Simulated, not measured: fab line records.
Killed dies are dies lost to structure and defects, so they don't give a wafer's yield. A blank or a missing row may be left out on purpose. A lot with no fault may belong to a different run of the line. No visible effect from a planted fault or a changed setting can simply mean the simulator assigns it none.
fab line records    flow sky130
[record] lots = 12  wafers = 36  last-day = 49
route steps=708 shown METAL2@502 VIA2@509 PAD_OPEN@708
lots untouched by any fault: they come from a run of this same line in which no faults occurred
start-h: start of the lot's first displayed wafer, in hours after the record's first day    wait-h: hours elapsed since this lot's preceding step    " as in the row above    L1.1+2: one row covering several wafers at once    - no value present, or no start provided    * or withheld: withheld    < > ~ a bound
route shown NAME@n: names a module that has steps shown in the file, with the first one's number in the route    usual: mean/standard deviation of fault-free wafers    same: alike in all rows    chamber/n: place in a boat    sites: per-site readings    _std_site: standard deviation of those values    _edge_site: the outer-site mean with the inner-site mean subtracted    radius-mm: how far each site lies from the wafer's centre    mask NAME#n: copy n    behind: the most recent tool/chamber to have shaped the wafer    hold: cause of the lot's hold/its duration in hours/its outcome    device: transistor that didn't switch, given as n, p or np    end of line: at the end of the route, the tests of the same wafers    step lacking rows: just its recipe    killed: the dies lost at the first sort to structure and to defects; this is not the yield of the wafer    map: dies across one wafer; x = killed, . = not, _ = none there
set.NAME: the setting the step ran with; set.NAME@STEP: the setting that earlier step ran with    model.NAME: the simulator's own value behind a step, which no gauge read
a sample of lots followed through the steps of the route, with each step as a table and each wafer as a row
services: when a tool's chamber went out of use (start-h, in hours from the record's first day, below 0 if earlier), for how many hours, and the reason
[[steps]]
[step SKY_METAL2_METAL_ETCH_19]
[recipe] target-depth-a = 3600  stop-on = SiO2  over-etch-frac = 0.3  time-s = 78  chemistry = Cl2/BCl3  resist-sidewall-deg = 88  pressure-mtorr = 10  icp-w = 900  bias-w = 48.5  Cl2_flow_sccm = 60  bcl3-flow-sccm = 30
[usual] drypump-motor-current-A = 5.5/0.47  oes-product-au = 0.854/0.0063  throttle-valve-pct = 22.265/0.01
lot.wafer  tool          chamber  start-h  wait-h  drypump-motor-current-A  oes-product-au  rf-hours-counter-h  throttle-valve-pct
L400.2     rie-metal-04  0        845.68   0.0     5.4                      0.842           5                   22.273
L400.4     "             1        "        "       6.0                      0.844           -                   22.247
L400.5     "             1        "        "       6.0                      0.859           -                   22.264
L399.2     rie-metal-04  1        848.85   0.0     6.0                      0.843           8                   22.275
L399.4     "             1        "        "       6.0                      0.849           -                   22.270
L399.6     "             0        "        "       5.4                      0.855           -                   22.268
L401.2     rie-metal-04  1        861.03   0.0     6.0                      0.862           8                   22.273
L401.3     "             0        "        "       5.4                      0.862           -                   22.263
L401.4     "             1        "        "       6.0                      0.860           -                   22.262
L402.1     rie-metal-02  0        872.57   0.0     5.2                      0.857           10                  22.250
L402.3     "             0        "        "       5.2                      0.852           -                   22.263
L402.4     "             1        "        "       4.8                      0.852           -                   22.261
L403.1     rie-metal-01  1        875.99   0.0     5.9                      0.852           0                   22.273
L403.2     "             0        "        "       6.1                      0.842           11                  22.277
L403.5     "             1        "        "       5.9                      0.849           -                   22.271
L404.1     rie-metal-02  0        879.19   0.0     5.2                      0.861           10                  22.266
L404.2     "             1        "        "       4.8                      0.863           16                  22.255
L404.4     "             1        "        "       4.8                      0.854           -                   22.258
L405.1     rie-metal-04  1        894.27   0.0     6.0                      0.867           10                  22.257
L405.3     "             1        "        "       6.0                      0.851           -                   22.260
L405.5     "             0        "        "       5.4                      0.853           -                   22.263
L409.1     rie-metal-02  1        922.14   0.0     4.8                      0.849           0                   22.260
L409.4     "             0        "        "       5.2                      0.850           -                   22.262
L409.6     "             1        "        "       4.8                      0.849           -                   22.270
L413.1     rie-metal-04  1        945.14   0.0     6.0                      0.850           12                  22.254
L413.3     "             1        "        "       6.0                      0.851           -                   22.243
L413.4     "             0        "        "       5.4                      0.852           -                   22.276
L414.2     rie-metal-01  1        951.98   0.0     6.0                      0.851           4                   22.287
L414.3     "             1        "        "       6.0                      0.841           -                   22.257
L414.4     "             0        "        "       6.1                      0.853           -                   22.259
L415.2     rie-metal-04  1        963.14   0.0     6.0                      0.844           13                  22.260
L415.3     "             0        "        "       5.3                      0.856           -                   22.272
L415.5     "             1        "        "       6.0                      0.852           -                   22.275
L417.1     rie-metal-01  1        970.92   0.0     6.0                      0.861           6                   22.256
L417.3     "             1        "        "       6.0                      0.853           -                   22.265
L417.5     "             0        "        "       6.1                      0.851           -                   22.273
[step SKY_VIA2_CMP_02]
[recipe] material = SiO2  down-force-psi = 4  platen-rpm = 60  pad-velocity-m-s = 0.94248
[usual] head-pressure-psi = 3.999/0.0088  motor-current-A = 11.3/0.99
lot.wafer  tool    chamber  start-h  wait-h  head-pressure-psi  motor-current-A
L400.4     cmp-01  3        846.56   0.0     3.984              10.3
L400.2     "       1        "        "       4.001              11.3
L400.5     "       0        "        "       4.000              12.5
L399.4     cmp-01  1        849.72   0.0     3.998              11.6
L399.2     "       2        "        "       3.985              10.6
L399.6     "       2        "        "       4.007              10.6
L401.4     cmp-01  2        861.96   0.1     3.997              11.2
L401.3     "       3        "        "       4.000              10.1
L401.2     "       0        "        "       3.994              12.6
L402.4     cmp-01  2        873.44   0.0     4.010              11.1
L402.3     "       3        "        "       3.982              10.6
L402.1     "       0        "        "       3.995              12.3
L403.2     cmp-01  2        876.91   0.1     4.005              11.3
L403.1     "       0        "        "       4.015              12.8
L403.5     "       1        "        "       4.001              11.0
L404.4     cmp-01  1        880.06   0.0     4.016              11.1
L404.2     "       2        "        "       4.000              11.2
L404.1     "       0        "        "       4.005              11.6
L405.3     cmp-01  0        895.18   0.0     4.004              12.9
L405.1     "       1        "        "       4.015              11.5
L405.5     "       1        "        "       4.007              11.7
L409.4     cmp-02  3        923.02   0.0     4.001              11.1
L409.1     "       0        "        "       4.001              11.3
L409.6     "       0        "        "       3.991              11.3
L413.4     cmp-02  0        946.20   0.2     3.995              11.8
L413.3     "       1        "        "       4.008              10.6
L413.1     "       3        "        "       3.995              10.6
L414.2     cmp-01  2        952.85   0.0     3.988              10.7
L414.3     "       3        "        "       4.006              9.9
L414.4     "       1        "        "       3.995              11.0
L415.3     cmp-01  0        964.11   0.1     4.003              13.1
L415.2     "       2        "        "       3.997              10.9
L415.5     "       0        "        "       4.007              12.3
L417.1     cmp-02  3        971.87   0.1     4.000              11.1
L417.3     "       0        "        "       3.995              11.8
L417.5     "       3        "        "       3.990              10.9
[step SKY_VIA2_DEVELOP_11]
[recipe] develop-time-s = 60  resist = KrF-thick  dev-temp-c = 21
[usual] developer-temp-C = 20.98/0.097
lot.wafer  tool            chamber  start-h  wait-h  developer-temp-C
L400.2     litho-track-02  0        872      -       21.17
L400.4     "               0        "        "       20.93
L400.5     "               0        "        "       20.97
L399.2     litho-track-01  0        875      -       20.92
L399.4     "               0        "        "       20.92
L399.6     "               0        "        "       20.85
L401.2     litho-track-02  0        887      -       20.91
L401.3     "               0        "        "       21.00
L401.4     "               0        "        "       20.99
L402.1     litho-track-02  0        899      -       21.13
L402.3     "               0        "        "       21.01
L402.4     "               0        "        "       20.96
L403.1     litho-track-01  0        901      -       20.93
L403.2     "               0        "        "       20.69
L403.5     "               0        "        "       20.88
L404.1     litho-track-02  0        904      -       21.65
L404.2     "               0        "        "       21.76
L404.4     "               0        "        "       21.68
L405.1     litho-track-02  0        919      -       21.58
L405.3     "               0        "        "       21.56
L405.5     "               0        "        "       21.50
L409.1     litho-track-02  0        948      -       21.61
L409.4     "               0        "        "       21.65
L409.6     "               0        "        "       21.49
L413.1     litho-track-03  0        970      -       20.94
L413.3     "               0        "        "       20.80
L413.4     "               0        "        "       21.16
L414.2     litho-track-03  0        976      -       20.88
L414.3     "               0        "        "       20.97
L414.4     "               0        "        "       21.00
L415.2     litho-track-03  0        988      -       21.05
L415.3     "               0        "        "       20.96
L415.5     "               0        "        "       21.11
L417.1     litho-track-01  0        995      -       21.05
L417.3     "               0        "        "       20.97
L417.5     "               0        "        "       20.88
[step SKY_VIA2_OVL_MEAS_13]
[usual] VIA2_OVL = 0/5.8
lot.wafer  tool        chamber  start-h  wait-h  VIA2_OVL[nm]
L400.2     overlay-01  -        872.67   0.1     -10
L400.4     "           -        "        "       -8
L400.5     "           -        "        "       -13
L399.2     overlay-01  -        875.80   0.1     -1
L399.4     "           -        "        "       -4
L399.6     "           -        "        "       -4
L401.2     overlay-01  -        887.62   0.1     1
L401.3     "           -        "        "       4
L401.4     "           -        "        "       6
L402.1     overlay-02  -        899.51   0.1     8
L402.3     "           -        "        "       -5
L402.4     "           -        "        "       -2
L403.1     overlay-02  -        901.45   0.1     3
L403.2     "           -        "        "       0
L403.5     "           -        "        "       -1
L404.1     overlay-02  -        904.76   0.1     7
L404.2     "           -        "        "       7
L404.4     "           -        "        "       13
L405.1     overlay-01  -        919.66   0.1     -2
L405.3     "           -        "        "       -4
L405.5     "           -        "        "       4
L409.1     overlay-02  -        948.91   0.1     -2
L409.4     "           -        "        "       -6
L409.6     "           -        "        "       -4
L413.1     overlay-01  -        971.15   0.1     -4
L413.3     "           -        "        "       -2
L413.4     "           -        "        "       1
L414.2     overlay-01  -        976.96   0.1     4
L414.3     "           -        "        "       0
L414.4     "           -        "        "       -2
L415.2     overlay-01  -        988.40   0.1     1
L415.3     "           -        "        "       -4
L415.5     "           -        "        "       -2
L417.1     overlay-01  -        995.70   0.1     1
L417.3     "           -        "        "       3
L417.5     "           -        "        "       -1
[step SKY_PAD_OPEN_PROBE_99]
[usual] defect-limited-yield = 82.2/1.9  killed_at_M0_to_M3 = 44/7.2  killed_at_M4_up = 3.0/1.9  killed-at-contacts = 25/4.8  killed-at-front-end = 16/4.2  killed-at-other = 0.2/0.44  killed-dies = 88/9.3  killed-open = 48/7.1  killed-short = 40/6.5  sort_bin_3_pad_short = 0.9/0.4  sort_bin_5_function = 10.5/1.5  sort_bin_6_memory = 6.5/0.98  sort-n-pass = 404/9.3  sort-yield-pct = 82.2/1.9
[same] gross-dies = 492  killed-at-back-side = 0  sort_bin_4_leakage[%] = 0  sort_bin_8_speed[%] = 0
lot.wafer  tool       chamber  start-h  wait-h  defect-limited-yield[%]  killed_at_M0_to_M3  killed_at_M4_up  killed-at-contacts  killed-at-front-end  killed-at-other  killed-dies  killed-open  killed-short  sort_bin_3_pad_short[%]  sort_bin_5_function[%]  sort_bin_6_memory[%]  sort-n-pass  sort-yield-pct[%]
L400.2     prober-02  -        1098.46  0.1     79.7                     62                  5                20                  13                   0                100          57           43            1.2                      11.6                    7.5                   392          79.7
L400.4     prober-02  -        1098.56  0.2     82.7                     39                  5                26                  15                   0                85           46           39            0.8                      10.0                    6.5                   407          82.7
L400.5     prober-02  -        1098.61  0.2     82.5                     46                  0                25                  15                   0                86           52           34            1.0                      9.3                     7.1                   406          82.5
L401.2     prober-02  -        1107.23  0.1     80.7                     38                  3                26                  28                   0                95           51           44            1.0                      12.0                    6.3                   397          80.7
L401.3     prober-02  -        1107.28  0.2     79.5                     54                  4                27                  16                   0                101          43           58            1.4                      12.0                    7.1                   391          79.5
L401.4     prober-02  -        1107.33  0.2     83.3                     44                  2                21                  15                   0                82           47           35            0.6                      10.0                    6.1                   410          83.3
L403.1     prober-02  -        1118.71  0.1     83.3                     36                  1                28                  17                   0                82           45           37            1.0                      8.3                     7.3                   410          83.3
L403.2     prober-02  -        1118.76  0.1     78.7                     48                  6                33                  18                   0                105          59           46            1.8                      12.2                    7.3                   387          78.7
L403.5     prober-02  -        1118.91  0.2     84.8                     33                  4                21                  17                   0                75           42           33            0.8                      9.1                     5.3                   417          84.8
L404.4     prober-01  -        1122.16  0.2     82.7                     45                  3                24                  13                   0                85           49           36            1.6                      7.9                     7.7                   407          82.7
L409.1     prober-02  -        1153.49  0.1     82.7                     53                  3                13                  16                   0                85           45           40            0.4                      10.8                    6.1                   407          82.7
L409.4     prober-02  -        1153.64  0.2     79.9                     42                  3                30                  23                   1                99           51           48            0.2                      13.8                    6.1                   393          79.9
L409.6     prober-02  -        1153.74  0.2     82.3                     39                  2                22                  23                   1                87           44           43            1.2                      10.0                    6.5                   405          82.3
L413.1     prober-02  -        1170.00  0.1     83.7                     37                  3                28                  12                   0                80           39           41            1.0                      10.0                    5.3                   412          83.7
L413.3     prober-02  -        1170.10  0.2     81.1                     42                  2                30                  18                   1                93           52           41            0.4                      12.8                    5.7                   399          81.1
L413.4     prober-02  -        1170.15  0.2     80.3                     47                  5                29                  16                   0                97           47           50            1.2                      11.0                    7.5                   395          80.3
L414.2     prober-01  -        1173.14  0.1     79.9                     54                  6                18                  20                   1                99           58           41            1.2                      12.2                    6.7                   393          79.9
L414.3     prober-01  -        1173.19  0.2     82.9                     34                  1                27                  22                   0                84           39           45            1.2                      10.2                    5.7                   408          82.9
L414.4     prober-01  -        1173.24  0.2     80.3                     45                  3                27                  22                   0                97           52           45            1.6                      11.0                    7.1                   395          80.3
L415.2     prober-02  -        1181.60  0.1     79.9                     55                  6                23                  14                   1                99           61           38            0.8                      11.6                    7.7                   393          79.9
L415.3     prober-02  -        1181.65  0.2     80.9                     47                  5                23                  19                   0                94           52           42            0                        10.4                    8.7                   398          80.9
L415.5     prober-02  -        1181.75  0.2     82.3                     48                  6                26                  7                    0                87           49           38            0.8                      10.8                    6.1                   405          82.3
// killed by level:class
L400.2 VIA1:geometric-particle:open=18 LI_CONTACT:geometric-particle:open=8 METAL1:geometric-particle:short=7 VIA1:geometric-particle:short=7 VIA2:geometric-particle:open=7 METAL2:geometric-particle:short=6 CONTACT:geometric-particle:open=6 VIA3:geometric-particle:open=5
L400.4 VIA1:geometric-particle:open=14 LI_CONTACT:geometric-particle:short=6 LI_CONTACT:geometric-particle:open=6 CONTACT:geometric-particle:open=6 VIA2:geometric-particle:open=6 FIELD_ISO:geometric-particle:short=5 VIA3:geometric-particle:open=5 FIELD_ISO:geometric-particle:open=4
L400.5 CONTACT:geometric-particle:open=14 VIA3:geometric-particle:open=10 VIA1:geometric-particle:open=8 VIA1:geometric-particle:short=5 METAL2:geometric-particle:short=5 METAL1:geometric-particle:short=4 POLY_GATE:geometric-particle:short=3 LI_CONTACT:geometric-particle:open=3
L401.2 CONTACT:geometric-particle:open=11 VIA1:geometric-particle:open=9 LI_CONTACT:geometric-particle:open=7 POLY_GATE:geometric-particle:short=6 METAL2:geometric-particle:short=6 POLY_GATE:geometric-particle:open=5 FIELD_ISO:geometric-particle:short=4 METAL1:geometric-particle:short=4
L401.3 LI_CONTACT:geometric-particle:open=9 VIA2:geometric-particle:short=9 VIA1:geometric-particle:open=8 VIA2:geometric-particle:open=8 METAL1:geometric-particle:short=7 CONTACT:geometric-particle:open=7 LOCAL_INTERCONNECT:geometric-particle:short=5 VIA1:geometric-particle:short=5
L401.4 VIA3:geometric-particle:open=7 VIA2:geometric-particle:open=7 CONTACT:geometric-particle:open=7 VIA1:geometric-particle:short=7 FIELD_ISO:geometric-particle:open=6 LI_CONTACT:geometric-particle:open=6 VIA1:geometric-particle:open=6 LOCAL_INTERCONNECT:geometric-particle:short=5
L403.1 LI_CONTACT:geometric-particle:open=10 VIA1:geometric-particle:short=8 VIA2:geometric-particle:open=8 CONTACT:geometric-particle:short=7 POLY_GATE:geometric-particle:short=6 VIA1:geometric-particle:open=6 CONTACT:geometric-particle:open=5 FIELD_ISO:geometric-particle:open=4
L403.2 CONTACT:geometric-particle:open=13 LI_CONTACT:geometric-particle:open=11 METAL1:geometric-particle:short=11 VIA3:geometric-particle:open=8 FIELD_ISO:geometric-particle:open=6 VIA2:geometric-particle:open=6 METAL2:geometric-particle:short=6 CONTACT:geometric-particle:short=5
L403.5 CONTACT:geometric-particle:open=11 VIA2:geometric-particle:open=6 POLY_GATE:geometric-particle:short=6 VIA1:geometric-particle:open=6 FIELD_ISO:geometric-particle:short=5 METAL1:geometric-particle:short=5 METAL2:geometric-particle:short=5 VIA3:geometric-particle:open=5
L404.4 VIA3:geometric-particle:open=11 VIA1:geometric-particle:open=10 CONTACT:geometric-particle:open=9 CONTACT:geometric-particle:short=7 METAL2:geometric-particle:short=6 VIA2:geometric-particle:short=6 FIELD_ISO:geometric-particle:open=5 METAL2:geometric-particle:open=4
L409.1 VIA3:geometric-particle:open=10 VIA1:geometric-particle:short=8 VIA1:geometric-particle:open=8 METAL1:geometric-particle:short=8 VIA2:geometric-particle:open=8 METAL2:geometric-particle:short=6 FIELD_ISO:geometric-particle:short=4 POLY_GATE:geometric-particle:short=4
L409.4 VIA1:geometric-particle:open=13 CONTACT:geometric-particle:open=12 POLY_GATE:geometric-particle:short=10 METAL1:geometric-particle:short=8 VIA2:geometric-particle:open=6 POLY_GATE:geometric-particle:open=5 LI_CONTACT:geometric-particle:open=5 CONTACT:geometric-particle:short=5
L409.6 VIA1:geometric-particle:open=10 POLY_GATE:geometric-particle:short=8 LI_CONTACT:geometric-particle:open=8 CONTACT:geometric-particle:open=7 METAL1:geometric-particle:short=6 VIA3:geometric-particle:open=6 METAL2:geometric-particle:short=6 POLY_GATE:geometric-particle:open=5
L413.1 CONTACT:geometric-particle:short=10 CONTACT:geometric-particle:open=9 VIA2:geometric-particle:open=8 VIA1:geometric-particle:open=5 LOCAL_INTERCONNECT:geometric-particle:short=5 METAL1:geometric-particle:short=5 FIELD_ISO:geometric-particle:open=4 VIA2:geometric-particle:short=4
L413.3 CONTACT:geometric-particle:open=16 VIA1:geometric-particle:open=9 VIA2:geometric-particle:short=7 POLY_GATE:geometric-particle:open=6 LI_CONTACT:geometric-particle:open=5 METAL3:geometric-particle:short=5 VIA2:geometric-particle:open=4 FIELD_ISO:geometric-particle:short=3
L413.4 VIA1:geometric-particle:open=9 CONTACT:geometric-particle:open=8 METAL2:geometric-particle:short=8 LI_CONTACT:geometric-particle:open=7 VIA2:geometric-particle:open=7 VIA1:geometric-particle:short=6 CONTACT:geometric-particle:short=6 FIELD_ISO:geometric-particle:short=5
L414.2 VIA1:geometric-particle:open=12 VIA2:geometric-particle:open=11 CONTACT:geometric-particle:open=10 FIELD_ISO:geometric-particle:open=9 METAL2:geometric-particle:short=7 FIELD_ISO:geometric-particle:short=6 METAL1:geometric-particle:short=6 VIA3:geometric-particle:open=5
L414.3 CONTACT:geometric-particle:open=10 CONTACT:geometric-particle:short=7 POLY_GATE:geometric-particle:open=6 LI_CONTACT:geometric-particle:open=6 METAL2:geometric-particle:short=6 FIELD_ISO:geometric-particle:short=5 METAL1:geometric-particle:short=5 VIA1:geometric-particle:short=4
L414.4 VIA1:geometric-particle:open=11 FIELD_ISO:geometric-particle:open=10 CONTACT:geometric-particle:open=8 FIELD_ISO:geometric-particle:short=7 METAL2:geometric-particle:short=7 LI_CONTACT:geometric-particle:open=6 LOCAL_INTERCONNECT:geometric-particle:short=6 VIA1:geometric-particle:short=6
L415.2 VIA1:geometric-particle:open=14 CONTACT:geometric-particle:open=12 VIA3:geometric-particle:open=11 METAL2:geometric-particle:short=8 METAL1:geometric-particle:short=6 FIELD_ISO:geometric-particle:open=5 VIA2:geometric-particle:open=5 CONTACT:geometric-particle:short=4
L415.3 VIA1:geometric-particle:open=12 CONTACT:geometric-particle:open=10 FIELD_ISO:geometric-particle:open=8 VIA2:geometric-particle:open=6 METAL1:geometric-particle:short=6 VIA3:geometric-particle:open=5 CONTACT:geometric-particle:short=5 METAL4:geometric-particle:short=5
L415.5 VIA2:geometric-particle:open=12 VIA1:geometric-particle:open=8 LI_CONTACT:geometric-particle:open=7 METAL1:geometric-particle:short=7 CONTACT:geometric-particle:open=7 LOCAL_INTERCONNECT:geometric-particle:short=6 VIA1:geometric-particle:short=5 CONTACT:geometric-particle:short=4
[[services]]
tool          chamber  start-h  hours  kind
cmp-01        -        822.86   5.5    pm
rie-metal-01  1        847.32   -      clean
rie-metal-01  1        847.32   23.7   scheduled-down
rie-metal-01  1        847.32   23.7   vent-cycle
cmp-01        -        865.72   1.6    repair
cmp-01        -        868.11   0.4    repair
rie-metal-02  1        884.70   -      clean
rie-metal-02  1        884.70   28.8   scheduled-down
rie-metal-02  1        884.70   28.8   vent-cycle
rie-metal-01  0        897.57   11.4   repair
cmp-02        -        910.81   1.0    repair
cmp-01        -        911.95   10.2   pm
cmp-02        -        920.14   1.0    repair
cmp-01        -        922.15   4.0    pm
cmp-01        -        926.15   -      consumable-replace:conditioner
cmp-01        -        926.15   -      consumable-replace:pad
rie-metal-02  0        927.23   11.1   repair
cmp-01        -        944.04   4.4    repair
rie-metal-02  -        946.12   0.6    repair
cmp-01        -        971.26   0.4    repair
rie-metal-02  -        976.11   0.2    repair
[[key]]
[first-sign] step = SKY_VIA2_DEVELOP_11  reading = developer-temp-C  direction = up  sigmas = 6.5  usual = *  struck = *
effect none on later readings
met-at SKY_VIA2_DEVELOP_11
struck-lots L404,L405,L409
[loop-trim] step = SKY_VIA2_EXPOSE_09  setting = dose  lots = L409
not-acting-at SKY_METAL2_METAL_ETCH_19,SKY_VIA2_CMP_02,SKY_VIA2_OVL_MEAS_13
onset-between 899 904
[fault] kind = process-parameter-drift  tool = litho-track-02  chamber = -  onset-h = 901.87  steps = SKY_VIA2_DEVELOP_11  channel = dev-temp-c  offset = *  shape = step  end-h = 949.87  acts-in = *  stated = *
// loop-trim: a control loop set the setting to another value than it would have without faults
